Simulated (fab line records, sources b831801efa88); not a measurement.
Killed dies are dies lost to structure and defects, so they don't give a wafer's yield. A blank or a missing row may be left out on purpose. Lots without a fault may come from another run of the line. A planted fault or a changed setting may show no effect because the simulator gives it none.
Which tool did it? | flow gf180mcu | 15 lots, 45 wafers sampled, at 1 step of a route of 602

WHAT THE GAUGES READ, wafer by wafer
GF_V2_THK_MEAS_25: measures by xrf. Usual: V2_W_THK 345 nm, standard deviation 4.8.
lot  | measured     | on            | V2_W_THK (nm) | flag
L564 | day 20 06:46 | film_metro-03 | 352 347 349   |
L565 | day 20 17:46 | film_metro-03 | 349 343 350   |
L566 | day 21 00:56 | film_metro-03 | 343 342 345   |
L567 | day 21 10:30 | film_metro-04 | 333 340 338   |
L568 | day 21 16:43 | film_metro-03 | 350 351 348   |
L572 | day 23 01:08 | film_metro-03 | 341 341 345   |
L573 | day 23 17:00 | film_metro-02 | 349 347 347   |
L574 | day 23 23:37 | film_metro-02 | 344 347 345   |
L575 | day 24 07:28 | film_metro-03 | 357 354 350   |
L578 | day 25 03:04 | film_metro-02 | 343 344 343   |
L580 | day 26 01:33 | film_metro-04 | 342 340 342   |
L581 | day 26 03:07 | film_metro-04 | 346 343 344   |
L583 | day 26 17:54 | film_metro-04 | 345 342 340   |
L586 | day 28 03:35 | film_metro-02 | 344 337 343   |
L587 | day 28 15:00 | film_metro-02 | 343 346 349   |

WHICH TOOL RAN EACH LOT (tool, then ch and the chambers of the sampled wafers, then the start)
The record holds no process step before these readings.

WHAT THE TOOLS THEMSELVES READ (means of the sampled wafers that have a number; where no wafer has one, the mark that the record gives instead)
The record holds no such reading with a usual standard deviation.

THE ANSWER, worked out from the rows above alone
Rule: a lot is off if the mean of its wafers that have a number lies more than 3 standard deviations from the usual mean. A lot without any number at a reading at which 4 lots or more have one is off too. The other lots that the step has rows for count as sound. The gauges are gone through in route order, then the tools' own readings, and for those a lot's mean is taken as printed above. The first step at which some lot is off is used, and at that step the reading that is off furthest; a lot without a number counts as furthest.
No lot is off at any reading shown: from this, nothing can be told.

WHAT THE SIMULATOR HAD PUT IN
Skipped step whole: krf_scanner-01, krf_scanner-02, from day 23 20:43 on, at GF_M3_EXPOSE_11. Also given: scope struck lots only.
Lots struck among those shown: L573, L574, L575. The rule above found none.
